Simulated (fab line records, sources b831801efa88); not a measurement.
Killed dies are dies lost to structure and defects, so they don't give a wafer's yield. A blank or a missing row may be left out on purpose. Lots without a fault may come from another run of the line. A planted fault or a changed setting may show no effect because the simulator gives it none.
fab line records | flow sky130
record lots=5 wafers=15 last_day=50
route steps=708 shown FIELD_ISO@1 PAD_OPEN@708
lots that met no fault: from a run of the same line without faults
start_h: hours from the record's first day to the start of the lot's first wafer shown | wait_h: hours since the lot's step before | " the same as in the row above | L1.1+2: a row that stands for several wafers | - no value, or no start given | * or withheld: withheld | < > ~ a bound
route shown NAME@n: a module of which the file shows steps, and the number in the route of the first | usual: mean/standard deviation of fault-free wafers | same: alike in all rows | chamber/n: place in a boat | sites: the reading at each site | _std_site: their standard deviation | _edge_site: outer sites' mean less inner sites' | radius_mm: how far each site lies from the wafer's centre | mask NAME#n: copy n | behind: the tool/chamber that last shaped the wafer | hold: why the lot was held/for how many hours/how that ended | device: the transistor (n, p or np) that didn't switch | end of line: the same wafers' tests at the end of the route | a step without rows: its recipe alone | killed: dies lost to structure and defects at the first sort, not the wafer's yield | map: a wafer's dies, x killed, . not, _ none there
set.NAME: the setting as run; set.NAME@STEP: as run at that earlier step | model.NAME: the simulator's own value behind a step, which no gauge read
lots at some steps of the route; a table a step, a row a wafer
services: from which hour (start_h, from the record's first day; less than 0 if before it) a tool's chamber was out of use, for how many hours, and why
## steps
# step SKY_FIELD_ISO_BOW_MEAS_00
# recipe mode=bow
# usual INCOMING_BOW=0/6.8
# columns lot.wafer tool chamber start_h wait_h INCOMING_BOW[um]
L406.2 film_metro-01 - 25.02 - 8
L406.3 " - " " -4
L406.6 " - " " -4
L407.3 film_metro-02 - 30.04 - 4
L407.5 " - " " 1
L407.6 " - " " -8
L409.1 film_metro-01 - 40.00 - 4
L409.4 " - " " 4
L409.6 " - " " 14
L420.1 film_metro-01 - 95.00 - -11
L420.3 " - " " 4
L420.5 " - " " 8
L425.2 film_metro-02 - 120.02 - 0
L425.4 " - " " 16
L425.6 " - " " -10
# step SKY_FIELD_ISO_OXIDATION_01
# recipe temp_c=900 ambient=O2 stabilise_s=600 purge_s=300 target_thk_a=120 ox_time_s=1843
# step SKY_FIELD_ISO_THK_MEAS_02
# recipe reads=SiO2_of_FIELD_ISO_OXIDATION_01
# usual FIELD_ISO_OXIDATION_00_THK=11.92/0.26
# columns lot.wafer tool chamber start_h wait_h FIELD_ISO_OXIDATION_00_THK[nm]
L406.2 film_metro-03 - 28.79 0.0 11.76
L406.3 " - " " 11.72
L406.6 " - " " 11.74
L407.3 film_metro-03 - 32.63 0.0 11.93
L407.5 " - " " 11.97
L407.6 " - " " 12.05
L409.1 film_metro-01 - 41.63 0.0 12.09
L409.4 " - " " 12.07
L409.6 " - " " 11.98
L420.1 film_metro-01 - 97.66 0.0 11.87
L420.3 " - " " 12.07
L420.5 " - " " 11.69
L425.2 film_metro-03 - 121.64 0.0 12.25
L425.4 " - " " 12.12
L425.6 " - " " 12.16
# step SKY_FIELD_ISO_CVD_03
# recipe material=Si3N4 precursor=DCS/NH3 target_thk_nm=165 temp_c=770 time_s=2719 pressure_mtorr=250
# step SKY_FIELD_ISO_THK_MEAS_04
# recipe reads=Si3N4_of_FIELD_ISO_CVD_03
# usual FIELD_ISO_CVD_03_THK=159.7/1.5
# columns lot.wafer tool chamber start_h wait_h FIELD_ISO_CVD_03_THK[nm]
L406.2 film_metro-02 - 30.73 0.0 160.1
L406.3 " - " " 161.0
L406.6 " - " " 160.0
L407.3 film_metro-03 - 35.36 0.1 159.7
L407.5 " - " " 160.4
L407.6 " - " " 159.7
L409.1 film_metro-02 - 43.73 0.0 156.6
L409.4 " - " " 158.1
L409.6 " - " " 156.5
L420.1 film_metro-01 - 99.51 0.0 160.7
L420.3 " - " " 159.9
L420.5 " - " " 159.8
L425.2 film_metro-01 - 123.49 0.0 161.1
L425.4 " - " " 161.5
L425.6 " - " " 160.2
# step SKY_FIELD_ISO_DEHYDRATE_05
# recipe temp_c=200 time_s=60
# step SKY_FIELD_ISO_HMDS_06
# recipe prime_time_s=60 prime_temp_c=120
# step SKY_FIELD_ISO_COAT_07
# recipe resist=BARC temp_c=withheld time_s=withheld spin_rpm=3000 resist_thk_nm=60
# step SKY_FIELD_ISO_COAT_08
# recipe resist=KrF-thick spin_rpm=3000 resist_thk_nm=450
# step SKY_FIELD_ISO_SOFTBAKE_09
# recipe temp_c=100.9 time_s=90 resist=KrF-thick
# step SKY_FIELD_ISO_EXPOSE_10
# recipe mask_id=FOM na=0.68 source_shape=annular sigma_inner=0.4 sigma_outer=0.8 target_cd_nm=150 dose_mj=28
# usual stage_vel_mm_s=500.02/0.23
# columns lot.wafer tool chamber start_h wait_h mask stage_vel_mm_s
L406.2 krf_scanner-01 0 39.23 - FOM#0 499.95
L406.3 " 0 " " FOM#0 499.75
L406.6 " 0 " " FOM#0 500.15
L407.3 krf_scanner-02 0 43.28 - FOM_R1#0 500.09
L407.5 " 0 " " FOM_R1#0 500.50
L407.6 " 0 " " FOM_R1#0 500.27
L409.1 krf_scanner-01 0 51.91 - FOM#0 500.21
L409.4 " 0 " " FOM#0 499.84
L409.6 " 0 " " FOM#0 500.46
L420.1 krf_scanner-01 0 108.19 - FOM#0 500.04
L420.3 " 0 " " FOM#0 500.23
L420.5 " 0 " " FOM#0 500.43
L425.2 krf_scanner-02 0 132.90 - FOM#0 500.05
L425.4 " 0 " " FOM#0 499.85
L425.6 " 0 " " FOM#0 500.13
# step SKY_FIELD_ISO_PEB_11
# recipe peb_temp_c=withheld peb_time_s=withheld resist=KrF-thick
# step SKY_FIELD_ISO_DEVELOP_12
# recipe develop_time_s=60 resist=KrF-thick dev_temp_c=21
# step SKY_FIELD_ISO_CD_MEAS_13
# recipe target_cd_nm=150
# usual cd_nm=149.4/1.7
# columns lot.wafer tool chamber start_h wait_h cd_nm
L406.2 cd_sem-01 - 46.60 - 149.0
L406.3 " - " " 149.5
L406.6 " - " " 148.2
L407.3 cd_sem-02 - 51.02 - 140.3
L407.5 " - " " 140.7
L407.6 " - " " 139.8
L409.1 cd_sem-02 - 60.07 - 148.2
L409.4 " - " " 148.7
L409.6 " - " " 148.4
L420.1 cd_sem-02 - 116.48 - 151.2
L420.3 " - " " 151.9
L420.5 " - " " 151.2
L425.2 cd_sem-02 - 143.15 - 148.0
L425.4 " - " " 149.2
L425.6 " - " " 148.3
# step SKY_FIELD_ISO_ETCH_14
# recipe chemistry=N2/H2 target=BARC ion_energy_ev=200 source_w=500 bias_w=100 pressure_mtorr=30 n2_flow_sccm=100 h2_flow_sccm=200 stop_on=SiO2 time_s=45.9 target_depth_a=600
# usual drypump_motor_current_A=6.03/0.28 oes_product_au=0.854/0.0051 throttle_valve_pct=13.225/0.009
# columns lot.wafer tool chamber start_h wait_h drypump_motor_current_A oes_product_au rf_hours_counter_h throttle_valve_pct model.FIELD_ISO.cd_nm
L406.2 rie_diel-04 2 46.70 0.1 6.27 0.859 53 13.227 148.2
L406.3 " 0 " " 5.42 0.854 116 13.235 150.6
L406.6 " 3 " " 6.10 0.860 - 13.218 147.5
L407.3 rie_diel-03 3 51.10 0.1 5.42 0.843 70 13.226 141.1
L407.5 " 3 " " 5.42 0.854 - 13.235 141.2
L407.6 " 2 " " 5.67 0.859 - 13.222 140
L409.1 rie_diel-04 1 60.19 0.1 6.36 0.850 66 13.210 147.7
L409.4 " 3 " " 6.10 0.852 6 13.238 147.7
L409.6 " 2 " " 6.27 0.854 - 13.216 148.2
L420.1 rie_diel-02 0 116.60 0.1 5.88 0.861 76 13.226 151.8
L420.3 " 2 " " 6.29 0.854 65 13.233 152.3
L420.5 " 1 " " 6.04 0.861 - 13.229 150.6
L425.2 rie_diel-02 0 143.25 0.1 5.88 0.852 77 13.226 148
L425.4 " 2 " " 6.28 0.854 65 13.219 150.1
L425.6 " 3 " " 6.18 0.856 - 13.216 148.1
# step SKY_FIELD_ISO_ETCH_15
# recipe chemistry=CHF3/O2 target_depth_nm=180 stop_on=Si source_w=600 bias_w=200 pressure_mtorr=40 chf3_flow_sccm=50 O2_flow_sccm=5 time_s=72
# usual O2_flow_sccm=4.998/0.016 drypump_motor_current_A=6.02/0.29 oes_product_au=0.927/0.0068 throttle_valve_pct=8.838/0.0096
# columns lot.wafer tool chamber start_h wait_h O2_flow_sccm drypump_motor_current_A oes_product_au rf_hours_counter_h throttle_valve_pct
L406.2 rie_diel-04 2 46.74 0.0 4.991 6.27 0.933 53 8.823
L406.3 " 0 " " 4.988 5.40 0.942 116 8.815
L406.6 " 3 " " 5.009 6.09 0.928 - 8.851
L407.3 rie_diel-03 3 51.14 0.0 4.996 5.37 0.934 70 8.830
L407.5 " 3 " " 4.990 5.36 0.937 - 8.842
L407.6 " 2 " " 4.981 5.68 0.934 - 8.822
L409.1 rie_diel-04 1 60.23 0.0 5.001 6.36 0.918 66 8.858
L409.4 " 3 " " 5.022 6.08 0.922 6 8.851
L409.6 " 2 " " 5.011 6.27 0.918 - 8.847
L420.1 rie_diel-02 0 116.64 0.0 4.977 5.86 0.926 76 8.829
L420.3 " 2 " " 5.011 6.28 0.921 65 8.829
L420.5 " 1 " " 5.011 5.98 0.925 - 8.832
L425.2 rie_diel-02 0 143.29 0.0 5.023 5.86 0.929 77 8.828
L425.4 " 2 " " 4.984 6.27 0.934 65 8.846
L425.6 " 3 " " 4.987 6.17 0.925 - 8.844
# step SKY_FIELD_ISO_STRIP_16
# recipe chemistry=O2/N2 power_w=1400 pressure_mtorr=1500 platen_temp_c=withheld o2_flow_sccm=3000 n2_flow_sccm=300 overash_fraction=0.5
# usual drypump_motor_current_A=5.6/0.58 oes_product_au=0.377/0.0049 strip_time_to_endpoint_s=3.52/0.038
# columns lot.wafer tool chamber start_h wait_h drypump_motor_current_A oes_product_au rf_hours_counter_h strip_time_to_endpoint_s
L406.2 plasma_asher-02 0 46.80 0.0 4.8 0.380 25 3.53
L406.3 " 1 " " 5.0 0.376 - 3.49
L406.6 " 1 " " 5.0 0.388 - 3.61
L407.3 plasma_asher-02 1 51.23 0.1 5.0 0.376 - 3.55
L407.5 " 0 " " 4.8 0.379 - 3.57
L407.6 " 1 " " 5.0 0.370 - 3.53
L409.1 plasma_asher-01 0 60.29 0.0 6.2 0.379 39 3.55
L409.4 " 0 " " 6.2 0.378 - 3.59
L409.6 " 1 " " 6.0 0.374 - 3.47
L420.1 plasma_asher-01 0 116.70 0.0 6.3 0.377 45 3.54
L420.3 " 1 " " 6.0 0.380 - 3.51
L420.5 " 1 " " 6.0 0.372 - 3.51
L425.2 plasma_asher-04 1 143.35 0.0 5.0 0.381 2 3.52
L425.4 " 0 " " 5.5 0.373 - 3.52
L425.6 " 1 " " 5.0 0.373 - 3.51
# step SKY_FIELD_ISO_ETCH_17
# recipe target_depth_a=3420 mask_material=Si3N4 chemistry=HBr/Cl2/O2 target=Si taper_deg=5 icp_w=600 bias_w=150 pressure_mtorr=15 HBr_flow_sccm=150 Cl2_flow_sccm=40 O2_flow_sccm=6 time_s=97.7
# usual O2_flow_sccm=6.000/0.017 drypump_motor_current_A=5.72/0.16 oes_product_au=0.998/0.011 throttle_valve_pct=25.657/0.011
# columns lot.wafer tool chamber start_h wait_h O2_flow_sccm drypump_motor_current_A oes_product_au rf_hours_counter_h throttle_valve_pct model.FIELD_ISO.cd_nm
L406.2 rie_si-02 1 46.90 0.1 6.024 5.96 0.988 152 25.669 149
L406.3 " 2 " " 5.988 5.53 0.977 42 25.651 148.3
L406.6 " 1 " " 6.003 5.93 0.987 - 25.653 148.8
L407.3 rie_si-01 1 51.30 0.0 6.019 5.64 0.986 56 25.662 141.3
L407.5 " 3 " " 6.027 5.98 0.994 - 25.648 142
L407.6 " 0 " " 5.976 5.71 1.007 - 25.660 140.6
L409.1 rie_si-02 0 60.39 0.1 5.995 5.46 1.004 61 25.666 147.4
L409.4 " 1 " " 5.995 5.94 0.983 153 25.662 148.4
L409.6 " 3 " " 5.962 5.68 0.984 - 25.652 149.1
L420.1 rie_si-02 0 116.80 0.1 6.020 5.47 1.011 61 25.633 152.8
L420.3 " 2 " " 6.011 5.56 1.010 43 25.650 150.8
L420.5 " 3 " " 5.972 5.67 1.000 - 25.661 149.9
L425.2 rie_si-02 3 143.45 0.1 5.988 5.68 0.996 2 25.654 148.1
L425.4 " 1 " " 6.026 5.95 0.984 0 25.682 149.4
L425.6 " 3 " " 6.006 5.64 1.005 - 25.650 148.5
# step SKY_FIELD_ISO_WET_ETCH_18
# recipe chemistry=H3PO4 target_depth_nm=25 temp_c=160 target=Si3N4 time_s=286
# step SKY_PAD_OPEN_PROBE_99
# usual killed_at_M0_to_M3=43/7.1 killed_at_M4_up=3/1.7 killed_at_contacts=25/5.6 killed_at_front_end=16/4.1 killed_at_other=0.2/0.49 killed_dies=87/9.8 killed_open=47/7.6 killed_short=40/6.1
# same gross_dies=492 killed_at_back_side=0
# columns lot.wafer tool chamber start_h wait_h killed_at_M0_to_M3 killed_at_M4_up killed_at_contacts killed_at_front_end killed_at_other killed_dies killed_open killed_short model.etest.pfet_g5v0d10v5.r_on_ohm_um model.etest.res_pdiff.line_ohm_um model.etest.res_ndiff.line_ohm_um model.etest.sram_nfet_pass.drive_ua_um model.etest.sram_pfet_latch.drive_ua_um model.etest.res_pdiff.width_nm model.etest.res_ndiff.width_nm
L406.2 prober-02 - 1091.52 0.1 48 1 21 16 2 88 45 43 4703 1399 761.5 501.4 140.3 143.1 156.5
L406.3 prober-02 - 1091.57 0.2 35 3 33 21 0 92 51 41 4696 1387 762.7 499.4 140.6 142.4 155.4
L406.6 prober-02 - 1091.72 0.2 41 2 22 13 0 78 42 36 4731 1397 784.3 486.4 140.3 142.8 156.9
L407.3 prober-01 - 1093.29 0.2 26 2 31 10 0 69 39 30 4794 1406 812.1 462.8 134.6 135.1 148.2
L407.5 prober-01 - 1093.39 0.2 35 2 18 19 0 74 44 30 4818 1438 807.5 464.3 140.2 136.3 149.1
L407.6 prober-01 - 1093.44 0.2 47 0 31 15 0 93 48 45 4871 1421 818.9 460.6 139 134.9 147.6
L409.1 prober-02 - 1111.58 0.1 56 2 19 16 0 93 54 39 4808 1413 780.6 512.1 140.1 142.3 154.8
L409.4 prober-02 - 1111.73 0.2 48 6 26 11 0 91 42 49 4790 1418 784.7 506.2 144.4 142.1 155.5
L409.6 prober-02 - 1111.83 0.2 42 3 21 14 0 80 37 43 4722 1402 762.5 517.2 145 142.7 155.1
L420.1 prober-01 - 1169.57 0.1 51 0 27 18 0 96 52 44 4710 1344 748.5 501.9 145.5 147.2 160.5
L420.3 prober-01 - 1169.67 0.2 30 6 21 19 0 76 39 37 4812 1347 762.7 517.2 140.4 145 158
L420.5 prober-01 - 1169.77 0.2 59 3 25 20 0 107 56 51 4799 1361 773.3 504.8 136.2 144.2 157
L425.2 prober-02 - 1192.04 0.1 37 2 19 20 0 78 29 49 4855 1403 764.3 484.9 135.1 142.8 155.5
L425.4 prober-02 - 1192.14 0.2 38 3 21 12 0 74 42 32 4770 1402 764.1 486.2 134.8 143.2 155.6
L425.6 prober-02 - 1192.24 0.2 42 2 15 14 0 73 40 33 4881 1394 753.4 476 134.5 142.8 155.9
# killed by level:class
L406.2 CONTACT:geometric_particle:open=10 VIA1:geometric_particle:short=9 METAL3:geometric_particle:short=7 VIA3:geometric_particle:open=7 FIELD_ISO:geometric_particle:open=6 LI_CONTACT:geometric_particle:open=5 VIA2:geometric_particle:short=5 VIA2:geometric_particle:open=5
L406.3 CONTACT:geometric_particle:open=14 VIA1:geometric_particle:open=9 LI_CONTACT:geometric_particle:open=8 FIELD_ISO:geometric_particle:short=5 VIA2:geometric_particle:short=5 LOCAL_INTERCONNECT:geometric_particle:short=5 FIELD_ISO:geometric_particle:open=4 METAL1:geometric_particle:short=4
L406.6 VIA3:geometric_particle:open=10 CONTACT:geometric_particle:open=9 VIA1:geometric_particle:open=8 CONTACT:geometric_particle:short=7 METAL2:geometric_particle:short=6 METAL3:geometric_particle:short=5 LI_CONTACT:geometric_particle:open=5 FIELD_ISO:geometric_particle:short=4
L407.3 CONTACT:geometric_particle:open=10 VIA1:geometric_particle:open=8 LI_CONTACT:geometric_particle:open=7 CONTACT:geometric_particle:short=5 VIA2:geometric_particle:open=5 LOCAL_INTERCONNECT:geometric_particle:short=4 METAL1:geometric_particle:short=4 FIELD_ISO:geometric_particle:short=3
L407.5 LI_CONTACT:geometric_particle:open=10 VIA3:geometric_particle:open=7 VIA2:geometric_particle:open=6 POLY_GATE:geometric_particle:open=5 VIA1:geometric_particle:short=5 VIA1:geometric_particle:open=5 SPACER:geometric_particle:short=4 LOCAL_INTERCONNECT:geometric_particle:short=4
L407.6 VIA1:geometric_particle:open=11 CONTACT:geometric_particle:open=10 VIA1:geometric_particle:short=9 LI_CONTACT:geometric_particle:open=9 VIA3:geometric_particle:short=7 VIA3:geometric_particle:open=5 POLY_GATE:geometric_particle:short=4 POLY_GATE:geometric_particle:open=4
L409.1 VIA1:geometric_particle:open=18 VIA2:geometric_particle:open=9 CONTACT:geometric_particle:short=7 CONTACT:geometric_particle:open=6 VIA3:geometric_particle:open=6 POLY_GATE:geometric_particle:open=5 POLY_GATE:geometric_particle:short=5 VIA2:geometric_particle:short=5
L409.4 VIA1:geometric_particle:open=11 CONTACT:geometric_particle:open=8 LI_CONTACT:geometric_particle:open=6 VIA1:geometric_particle:short=6 METAL2:geometric_particle:short=6 VIA2:geometric_particle:open=6 METAL4:geometric_particle:short=6 METAL3:geometric_particle:short=5
L409.6 VIA1:geometric_particle:open=8 CONTACT:geometric_particle:open=7 VIA3:geometric_particle:open=7 METAL1:geometric_particle:short=6 VIA2:geometric_particle:short=6 POLY_GATE:geometric_particle:short=5 LI_CONTACT:geometric_particle:open=5 CONTACT:geometric_particle:short=5
L420.1 VIA2:geometric_particle:open=10 CONTACT:geometric_particle:open=10 METAL1:geometric_particle:short=8 VIA1:geometric_particle:short=8 METAL2:geometric_particle:short=8 VIA3:geometric_particle:open=6 VIA1:geometric_particle:open=6 FIELD_ISO:geometric_particle:short=5
L420.3 VIA1:geometric_particle:open=7 VIA2:geometric_particle:open=6 CONTACT:geometric_particle:short=6 LI_CONTACT:geometric_particle:open=5 CONTACT:geometric_particle:open=5 METAL2:geometric_particle:short=4 VIA1:geometric_particle:short=4 FIELD_ISO:geometric_particle:open=3
L420.5 VIA2:geometric_particle:open=16 METAL1:geometric_particle:short=10 METAL2:geometric_particle:short=8 LI_CONTACT:geometric_particle:open=7 CONTACT:geometric_particle:open=7 CONTACT:geometric_particle:short=5 VIA2:geometric_particle:short=5 VIA3:geometric_particle:open=5
L425.2 POLY_GATE:geometric_particle:short=8 METAL1:geometric_particle:short=7 LI_CONTACT:geometric_particle:open=6 VIA2:geometric_particle:short=5 LOCAL_INTERCONNECT:geometric_particle:short=5 CONTACT:geometric_particle:open=5 VIA1:geometric_particle:short=5 POLY_GATE:geometric_particle:open=4
L425.4 CONTACT:geometric_particle:open=10 VIA1:geometric_particle:open=7 METAL1:geometric_particle:short=5 METAL2:geometric_particle:short=5 FIELD_ISO:geometric_particle:open=4 POLY_GATE:geometric_particle:open=4 LI_CONTACT:geometric_particle:short=4 METAL2:geometric_particle:open=4
L425.6 METAL1:geometric_particle:short=8 VIA3:geometric_particle:open=8 METAL2:geometric_particle:short=7 VIA1:geometric_particle:open=7 CONTACT:geometric_particle:open=7 FIELD_ISO:geometric_particle:short=4 VIA1:geometric_particle:short=4 VIA2:geometric_particle:open=4
## services
# columns tool chamber start_h hours kind
plasma_asher-04 - 17.55 6.9 repair
rie_diel-02 0 25.38 1.9 repair
rie_si-01 3 51.60 10.0 repair
rie_si-02 - 54.50 0.1 repair
rie_diel-03 3 64.19 3.0 repair
krf_scanner-02 - 69.23 0.8 pm
rie_si-02 1 71.31 - clean
rie_si-02 1 71.31 17.7 scheduled_down
rie_si-02 1 71.31 17.7 vent_cycle
krf_scanner-01 - 84.64 4.0 pm
rie_diel-03 - 84.71 0.2 repair
rie_diel-03 3 85.14 6.7 repair
krf_scanner-02 - 88.66 1.0 pm
krf_scanner-01 - 97.85 0.8 pm
plasma_asher-04 - 108.75 9.0 pm
plasma_asher-04 0 108.75 9.0 vent_cycle
plasma_asher-04 1 108.75 9.0 vent_cycle
rie_diel-02 3 110.33 - clean
rie_diel-02 3 110.33 12.2 scheduled_down
rie_diel-02 3 110.33 12.2 vent_cycle
rie_diel-04 - 111.80 1.8 repair
plasma_asher-04 0 117.75 - clean
plasma_asher-04 1 117.75 - clean
## key
first_sign step=SKY_FIELD_ISO_EXPOSE_10 reading=mask direction=changed
effect step=SKY_FIELD_ISO_CD_MEAS_13 reading=cd_nm direction=down sigmas=5.4 usual=149.4 struck=140.3
model_effect step=SKY_FIELD_ISO_ETCH_14 value=FIELD_ISO.cd_nm without=148.7 struck=140.7
model_effect step=SKY_FIELD_ISO_ETCH_17 value=FIELD_ISO.cd_nm without=149.3 struck=141.3
model_effect step=SKY_PAD_OPEN_PROBE_99 value=etest.pfet_g5v0d10v5.r_on_ohm_um without=4736 struck=4828
met_at SKY_FIELD_ISO_EXPOSE_10
struck_wafers L407.3,L407.5,L407.6
tester_left_out L407
fault kind=wrong_mask tool=any chamber=- onset_h=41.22 steps=SKY_FIELD_ISO_EXPOSE_10 aux_copy=FOM_R1#0 cd_offset_nm=-8 scope=struck_lots_only
# tester_left_out: of these lots the tester's yield and bins aren't shown, on N5 and GAA mostly nor the transistor test; their killed dies are dies lost to structure and defects alone, not to doping, threshold or leakage, so they don't give the yield
